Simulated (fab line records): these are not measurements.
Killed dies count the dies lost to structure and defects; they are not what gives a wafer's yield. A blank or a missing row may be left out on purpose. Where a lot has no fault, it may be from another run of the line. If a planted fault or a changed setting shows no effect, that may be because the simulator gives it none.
One fault seen from 2 desks ; flow sky130 ; only its own numbers are on each desk; what lay behind them is given at the end

FROM THE METROLOGY DESK
Lot by lot, what the gauges showed, no matter which tool ran the lot: averages of those sampled wafers that carry a number. Marked OUT: a lot whose mean sits more than 4 standard deviations from the usual mean, which makes it out of limits; the brackets give that distance.
Columns: A = cd-nm at SKY_VT_ADJUST_HVTP_CD_MEAS_07, usual 379.8 nm; B = SONOS_ONO_OVL at SKY_SONOS_ONO_OVL_MEAS_14, usual 0.5 nm; C = LDD_HVP_TW at SKY_LDD_HVP_TW_MEAS_10, usual 458.4
lot;first seen here;A;B;C
L282;day 6 04:37;381.2;2.1;456.9
L284;day 6 20:43;383.3;-1.2;456.9
L285;day 7 04:01;376.8;-0.5;456.8
L286;day 7 13:01;377.2;2.1;457.0
L288;day 8 00:11;380.2;0.0;461.1
L290;day 8 08:43;377.7;-0.9;458.8
L291;day 8 16:58;379.5;1.8;459.7
L299;day 10 17:24;381.0;0.0;716.0 (+99 or more) OUT
L300;day 11 02:46;379.1;1.0;457.5
L301;day 11 07:27;376.6;1.4;721.2 (+99 or more) OUT
L303;day 11 21:41;382.5;1.4;460.4
L304;day 12 03:34;380.1;0.8;461.0
This desk's finding: out of limits on L299, L301; first on L299, day 28 01:28 (LDD_HVP_TW at SKY_LDD_HVP_TW_MEAS_10). L282, L284, L285, L286, L288, L290, L291, L300, L303, L304: within limits.

TOOL OWNER'S DESK, implanter-02
The tool's own readings at SKY_LDD_HVP_IMPLANT_08: means of the sampled wafers that have a number, for each lot that ran on this tool. Marked OUT: a lot whose mean sits more than 4 standard deviations from the usual mean, which makes it out of limits; the brackets give that distance.
Columns: A = dose-ions-cm2 at SKY_LDD_HVP_IMPLANT_08, usual 1.6999e+13; B = faraday-current-uA at SKY_LDD_HVP_IMPLANT_08, usual 96.0
lot;first seen here;A;B
L282;day 21 20:20;1.7003e+13;97.0
L284;day 22 17:11;1.7005e+13;97.2
L288;day 24 12:11;1.7010e+13;95.9
L299;day 28 01:13;7.1952e+13 (+99 or more) OUT;405.7 (+99 or more) OUT
L301;day 28 16:44;7.1924e+13 (+99 or more) OUT;404.5 (+99 or more) OUT
This desk finds L299, L301 out of limits, L299 being first, at day 28 01:13 (dose-ions-cm2 at SKY_LDD_HVP_IMPLANT_08). L282, L284, L288: within limits.

ALL TOGETHER
The tool owner's desk could have raised an alarm at day 28 01:13, on L299, L301.
The metrology desk could have raised an alarm at day 28 01:28, on L299, L301.
All the named lots went through SKY_LDD_HVP_IMPLANT_08 on implanter-02.

WHAT THE SIMULATOR HAD INSERTED
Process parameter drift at SKY_LDD_HVP_IMPLANT_08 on implanter-02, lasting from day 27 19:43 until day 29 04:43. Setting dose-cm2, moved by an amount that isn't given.
Shown lots that were struck: L299, L301.
Delay (hours) between the fault's onset and each desk's first out-of-limits reading: 5 at the tool owner's desk, 6 at the metrology desk.
